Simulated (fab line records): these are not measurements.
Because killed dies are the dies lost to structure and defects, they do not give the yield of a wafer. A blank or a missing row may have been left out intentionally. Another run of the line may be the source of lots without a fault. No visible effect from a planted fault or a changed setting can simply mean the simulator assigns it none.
fab line records	flow sfq-line
record lots=6	wafers=18	last-day=78
route steps=325 shown M1@72 I1@73
lots untouched by any fault: they come from a run of this same line in which no faults occurred
start-h: the number of hours between the record's first day and the start of the first shown wafer of the lot	wait-h: how many hours have passed since the lot's step before this one	" same as the row above	L1.1+2: a row that stands for several wafers	- no value present, or no start provided	* or withheld: withheld	< > ~ a bound
route shown NAME@n: a module of which the file shows steps, and the number in the route of the first	usual: mean/standard deviation of fault-free wafers	same: alike in all rows	chamber/n: place in a boat	sites: the reading at each site	_std_site: the standard deviation of these	_edge_site: outer sites' mean less inner sites'	radius-mm: for every site, how far away it sits from the centre of the wafer	mask NAME#n: copy n	behind: the most recent tool/chamber to have shaped the wafer	hold: what put the lot on hold/how long, in hours/how the hold closed	device: which transistor (n, p or np) failed to switch	end of line: tests run on the same wafers once the route is complete	step lacking rows: just its recipe	killed: not the wafer's yield, but the dies lost to structure and defects at the first sort	map: shows each die of a wafer: x if killed, . if not, _ if none is there
set.NAME: the run value of the setting; set.NAME@STEP: its run value at that earlier step	model.NAME: the simulator's own value behind a step, which no gauge read
certain route steps with their lots: each step a table, each wafer a row
services: when a tool's chamber went out of use (start-h, in hours from the record's first day, below 0 if earlier), for how many hours, and the reason
## steps
# step SFQ_TRILAYER_M1_STRIP_SOLV_CLEAN_044
# recipe chemistry=NMP	temp-c=70	time-s=600
# step SFQ_TRILAYER_I1_DEP_PECVD_045
# recipe material=SiO2	temp-c=150	time-s=111.11	pressure-torr=2.4	rf-w=183.3	precursor=SiH4/N2O	target-thk-nm=500
# usual heater-power-w=83/11	throttle-valve-pct=25.5/1.7
lot.wafer	tool	chamber	start-h	wait-h	heater-power-w	throttle-valve-pct
L224.1	pecvd-04	2	366.78	0.0	89	25.2
L224.5	"	1	"	"	73	24.3
L224.6	"	0	"	"	82	26.4
L225.3	pecvd-01	2	375.18	0.0	81	25.3
L225.4	"	1	"	"	83	23.4
L225.5	"	2	"	"	66	25.0
L228.1	pecvd-03	0	391.53	0.0	76	23.1
L228.4	"	0	"	"	77	23.5
L228.5	"	1	"	"	84	27.0
L229.1	pecvd-01	2	393.93	0.0	73	25.3
L229.3	"	1	"	"	97	23.6
L229.5	"	2	"	"	77	25.0
L230.2	pecvd-04	2	399.93	0.0	102	25.3
L230.5	"	2	"	"	86	25.3
L230.6	"	0	"	"	87	26.5
L236.2	pecvd-04	0	456.33	0.0	86	26.8
L236.5	"	2	"	"	95	25.3
L236.6	"	0	"	"	89	26.9
# step SFQ_TRILAYER_I1_CMP_CMP_046
# recipe material=SiO2	down-force-psi=3	platen-rpm=60	pad-velocity-m-s=0.94248
# usual motor-current-A=10.5/1	platen-rpm=60.00/0.037	time-to-endpoint-s=212/9
lot.wafer	tool	chamber	start-h	wait-h	motor-current-A	platen-rpm	time-to-endpoint-s
L224.1	cmp-01	0	372.10	5.3	10.8	59.95	209
L224.5	"	2	373.10	6.2	11.0	60.01	206
L224.6	"	3	"	"	11.1	60.01	225
L225.4	cmp-02	3	376.00	0.7	11.3	60.01	204
L225.3	"	1	377.00	1.8	9.6	59.93	203
L225.5	"	3	378.00	2.7	11.5	60.02	200
L228.1	cmp-01	2	395.60	4.0	10.5	60.00	206
L228.4	"	3	"	"	10.4	59.98	221
L228.5	"	0	"	"	11.0	60.01	223
L229.1	cmp-02	2	396.80	2.8	9.3	59.98	217
L229.3	"	3	"	"	10.9	60.01	196
L229.5	"	1	398.30	4.3	9.0	60.06	221
L230.2	cmp-01	0	404.10	4.1	10.7	60.06	211
L230.6	"	3	405.60	5.6	10.7	59.99	221
L230.5	"	0	"	"	10.4	60.07	220
L236.2	cmp-02	1	457.90	1.5	9.3	60.03	202
L236.6	"	2	"	"	9.3	60.03	220
L236.5	"	3	"	"	11.7	60.01	200
# step SFQ_I1_BOW_MEAS_912
# recipe mode=bow
# usual I1_BOW=1/7.9
lot.wafer	tool	chamber	start-h	wait-h	I1_BOW[um]
L224.1	film-metro-02	-	374.10	1.5	-9
L224.5	"	-	"	"	-2
L224.6	"	-	"	"	12
L225.3	film-metro-01	-	379.04	1.5	-6
L225.4	"	-	"	"	-4
L225.5	"	-	"	"	-3
L228.1	film-metro-01	-	397.60	1.5	-11
L228.4	"	-	"	"	-8
L228.5	"	-	"	"	-3
L229.1	film-metro-02	-	398.80	1.5	14
L229.3	"	-	"	"	8
L229.5	"	-	"	"	2
L230.2	film-metro-01	-	406.62	2.0	9
L230.5	"	-	"	"	6
L230.6	"	-	"	"	2
L236.2	film-metro-04	-	459.42	1.0	10
L236.5	"	-	"	"	0
L236.6	"	-	"	"	7
# step SFQ_TRILAYER_I1_METRO_MEASURE_047
# usual thk-nm=199.7/1.3
lot.wafer	tool	chamber	start-h	wait-h	thk-nm
L224.1	film-metro-02	-	374.22	0.1	200.5
L224.5	"	-	"	"	198.9
L224.6	"	-	"	"	198.5
L225.3	film-metro-01	-	379.52	0.5	200.3
L225.4	"	-	"	"	197.7
L225.5	"	-	"	"	198.2
L228.1	film-metro-01	-	397.72	0.1	197.9
L228.4	"	-	"	"	200.0
L228.5	"	-	"	"	200.8
L229.1	film-metro-02	-	398.92	0.1	199.6
L229.3	"	-	"	"	199.2
L229.5	"	-	"	"	200.5
L230.2	film-metro-01	-	406.92	0.3	201.4
L230.5	"	-	"	"	201.2
L230.6	"	-	"	"	201.3
L236.2	film-metro-04	-	459.72	0.3	199.6
L236.5	"	-	"	"	198.3
L236.6	"	-	"	"	201.4
# step SFQ_TRILAYER_I1_VIA_LITHO_COAT_054
# recipe resist=BARC	spin-rpm=3000	resist-thk-nm=62
# step SFQ_TRILAYER_I1_VIA_LITHO_COAT_049
# recipe resist=KrF	spin-rpm=3000	resist-thk-nm=650
# step SFQ_TRILAYER_I1_VIA_LITHO_SOFTBAKE_053
# recipe temp-c=withheld	time-s=withheld	resist=KrF
# step SFQ_TRILAYER_I1_VIA_LITHO_EXPOSE_050
# recipe mask-id=I1	na=0.6	source-shape=conventional	sigma-outer=0.65	target-cd-nm=500	dose-mj=21.3
# step SFQ_TRILAYER_I1_VIA_LITHO_PEB_052
# recipe peb-temp-c=115	peb-time-s=60	resist=KrF
# step SFQ_TRILAYER_I1_VIA_LITHO_DEVELOP_051
# recipe time-s=60	resist=KrF
# step SFQ_I1_OVL_MEAS_913
# usual I1_OVL=2/5.4
lot.wafer	tool	chamber	start-h	wait-h	I1_OVL[nm]
L224.1	overlay-02	-	464.45	0.1	-1
L224.5	"	-	"	"	-3
L224.6	"	-	"	"	-3
L225.3	overlay-02	-	469.26	0.1	-9
L225.4	"	-	"	"	-2
L225.5	"	-	"	"	-4
L228.1	overlay-01	-	487.25	0.1	4
L228.4	"	-	"	"	3
L228.5	"	-	"	"	2
L229.1	overlay-02	-	489.65	0.1	5
L229.3	"	-	"	"	-1
L229.5	"	-	"	"	4
L230.2	overlay-01	-	500.56	0.1	13
L230.5	"	-	"	"	5
L230.6	"	-	"	"	7
L236.2	overlay-01	-	558.12	0.1	5
L236.5	"	-	"	"	0
L236.6	"	-	"	"	-1
# step SFQ_TRILAYER_I1_VIA_BARC_OPEN_VIA_ETCH_071
# recipe mask-material=PR	chemistry=O2	target-depth-nm=125	target=BARC	source-w=500	bias-w=80	pressure-mtorr=30	time-s=41.7
# usual drypump-motor-current-A=6.0/0.53	oes-product-au=0.685/0.0048	run-length-s=70.0/0.41
lot.wafer	tool	chamber	start-h	wait-h	drypump-motor-current-A	oes-product-au	rf-hours-counter-h	run-length-s	model.KrF_of_TRILAYER_I1_VIA_LITHO_COAT_049.thk-nm
L224.1	rie-diel-04	1	464.49	0.0	5.7	0.691	103	70.9	576.8
L224.5	"	0	"	"	6.2	0.701	-	70.1	579.6
L224.6	"	3	"	"	5.7	0.687	-	70.7	577.7
L225.3	rie-diel-04	0	469.29	0.0	6.2	0.685	9	70.7	574.5
L225.4	"	2	"	"	6.7	0.680	13	69.6	573.8
L225.5	"	1	"	"	5.6	0.681	-	70.2	574.3
L228.1	rie-diel-04	2	487.29	0.0	6.7	0.685	13	69.5	576.2
L228.4	"	3	"	"	5.7	0.656	5	74.9	567.1
L228.5	"	3	"	"	5.7	0.655	-	75.0	567
L229.1	rie-diel-02	1	489.69	0.0	5.5	0.697	10	70.0	574.6
L229.3	"	2	"	"	5.8	0.682	49	69.9	575.9
L229.5	"	2	"	"	5.8	0.690	-	70.1	576.8
L230.2	rie-diel-04	1	500.59	0.0	5.7	0.654	104	75.2	568.8
L230.5	"	2	"	"	6.7	0.661	-	74.3	567.4
L230.6	"	1	"	"	5.7	0.690	-	70.3	571
L236.2	rie-diel-03	1	558.15	0.0	6.3	0.692	47	70.2	575.8
L236.5	"	0	"	"	6.3	0.692	-	70.0	573.8
L236.6	"	1	"	"	6.4	0.687	-	70.3	575.6
# step SFQ_TRILAYER_I1_VIA_ETCH_VIA_ETCH_052
# recipe target=SiO2	stop-on=Nb	mask-material=PR	taper-deg=20	chemistry=CHF3	target-depth-nm=260	source-w=500	bias-w=80	pressure-mtorr=30	time-s=withheld
# usual drypump-motor-current-A=6.0/0.52	oes-product-au=0.854/0.0057
lot.wafer	tool	chamber	start-h	wait-h	drypump-motor-current-A	oes-product-au	model.KrF_of_TRILAYER_I1_VIA_LITHO_COAT_049.thk-nm
L224.1	rie-diel-04	1	464.53	0.0	5.7	0.849	532
L224.5	"	0	"	"	6.2	0.849	534.5
L224.6	"	3	"	"	5.8	0.852	531.6
L225.3	rie-diel-04	0	469.33	0.0	6.2	0.858	529.9
L225.4	"	2	"	"	6.7	0.853	528.9
L225.5	"	1	"	"	5.7	0.857	529.7
L228.1	rie-diel-04	2	487.33	0.0	6.7	0.849	531.7
L228.4	"	3	"	"	5.8	0.850	521.5
L228.5	"	3	"	"	5.8	0.856	521.4
L229.1	rie-diel-02	1	489.73	0.0	5.6	0.853	530.9
L229.3	"	2	"	"	5.8	0.850	532.6
L229.5	"	2	"	"	5.8	0.856	533.5
L230.2	rie-diel-04	1	500.63	0.0	5.7	0.858	524.8
L230.5	"	2	"	"	6.7	0.860	523.4
L230.6	"	1	"	"	5.6	0.861	527.3
L236.2	rie-diel-03	1	558.19	0.0	6.3	0.856	530.8
L236.5	"	0	"	"	6.3	0.851	529.1
L236.6	"	1	"	"	6.3	0.863	530.5
# step SFQ_TRILAYER_I1_VIA_STRIP_STRIP_053
# recipe gas=O2	power-w=200	platen-temp-c=40	overash-fraction=0.65	chemistry=O2	pressure-mtorr=50
# usual drypump-motor-current-A=5.9/0.36	oes-product-au=0.995/0.007
# same overash-fraction=0.65
lot.wafer	tool	chamber	start-h	wait-h	drypump-motor-current-A	oes-product-au	rf-hours-counter-h
L224.1	rie-metal-01	0	464.64	-	6.2	0.997	78
L224.5	"	1	"	"	6.3	0.994	-
L224.6	"	0	"	"	6.2	1.007	-
L225.3	rie-metal-03	0	469.64	-	5.9	1.008	-
L225.4	"	1	"	"	6.6	0.988	-
L225.5	"	1	"	"	6.6	0.986	-
L228.1	rie-metal-02	0	487.44	-	5.6	0.986	166
L228.4	"	1	"	"	5.8	1.004	-
L228.5	"	1	"	"	5.8	1.003	-
L229.1	rie-metal-02	0	489.84	-	5.5	0.992	167
L229.3	"	1	"	"	5.8	0.999	-
L229.5	"	0	"	"	5.5	0.993	-
L230.2	rie-metal-02	0	500.74	-	5.5	0.999	168
L230.5	"	0	"	"	5.5	0.983	-
L230.6	"	1	"	"	5.7	1.002	-
L236.2	rie-metal-03	1	558.30	-	6.6	1.000	47
L236.5	"	0	"	"	5.9	0.995	-
L236.6	"	1	"	"	6.6	0.989	-
## services
tool	chamber	start-h	hours	kind
rie-metal-03	-	355.80	14.6	pm
cmp-02	-	356.11	1.6	repair
rie-metal-02	-	384.48	4.3	pm
cmp-01	-	392.29	2.0	repair
film-metro-01	-	404.38	1.7	repair
cmp-02	-	407.80	4.0	pm
rie-diel-04	2	410.16	2.3	repair
cmp-01	-	411.16	1.0	repair
rie-metal-02	-	415.13	0.5	repair
rie-diel-04	2	424.38	11.9	repair
pecvd-04	-	430.32	0.8	repair
cmp-01	-	441.61	4.2	pm
film-metro-01	-	456.04	1.3	pm
pecvd-04	2	456.84	4.6	repair
cmp-01	-	473.27	0.3	repair
pecvd-04	-	500.39	2.8	pm
rie-diel-04	1	503.05	5.0	repair
cmp-02	-	507.59	0.9	repair
film-metro-01	-	521.96	1.9	pm
cmp-01	-	527.79	2.2	repair
rie-metal-02	-	538.05	15.6	pm
pecvd-04	-	541.22	0.7	repair
film-metro-01	-	541.91	1.7	pm
cmp-01	-	545.52	4.1	pm
## key
first-sign step=SFQ_TRILAYER_I1_VIA_BARC_OPEN_VIA_ETCH_071	reading=run-length-s	direction=up	sigmas=12	usual=*	struck=*
effect step=SFQ_TRILAYER_I1_VIA_BARC_OPEN_VIA_ETCH_071	reading=oes-product-au	direction=down	sigmas=6	usual=0.685	struck=0.656
model-effect step=SFQ_TRILAYER_I1_VIA_BARC_OPEN_VIA_ETCH_071	value=KrF_of_TRILAYER_I1_VIA_LITHO_COAT_049.thk-nm	without=573.3	struck=567.6
model-effect step=SFQ_TRILAYER_I1_VIA_ETCH_VIA_ETCH_052	value=KrF_of_TRILAYER_I1_VIA_LITHO_COAT_049.thk-nm	without=528.5	struck=522.8
met-at SFQ_TRILAYER_I1_VIA_BARC_OPEN_VIA_ETCH_071
struck-wafers L228.4,L228.5,L230.2,L230.5
rows-end L230.2,L230.5
onset-between 469.29 487.29
fault kind=process-parameter-drift	tool=rie-diel-04	chamber=-	onset-h=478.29	steps=SFQ_TRILAYER_I1_VIA_BARC_OPEN_VIA_ETCH_071	channel=time-s	offset=*	shape=step	end-h=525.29	scope=struck-wafers-only	acts-in=*	stated=*
# rows-end: these wafers met a further fault down the route, and their rows from its step on are left out
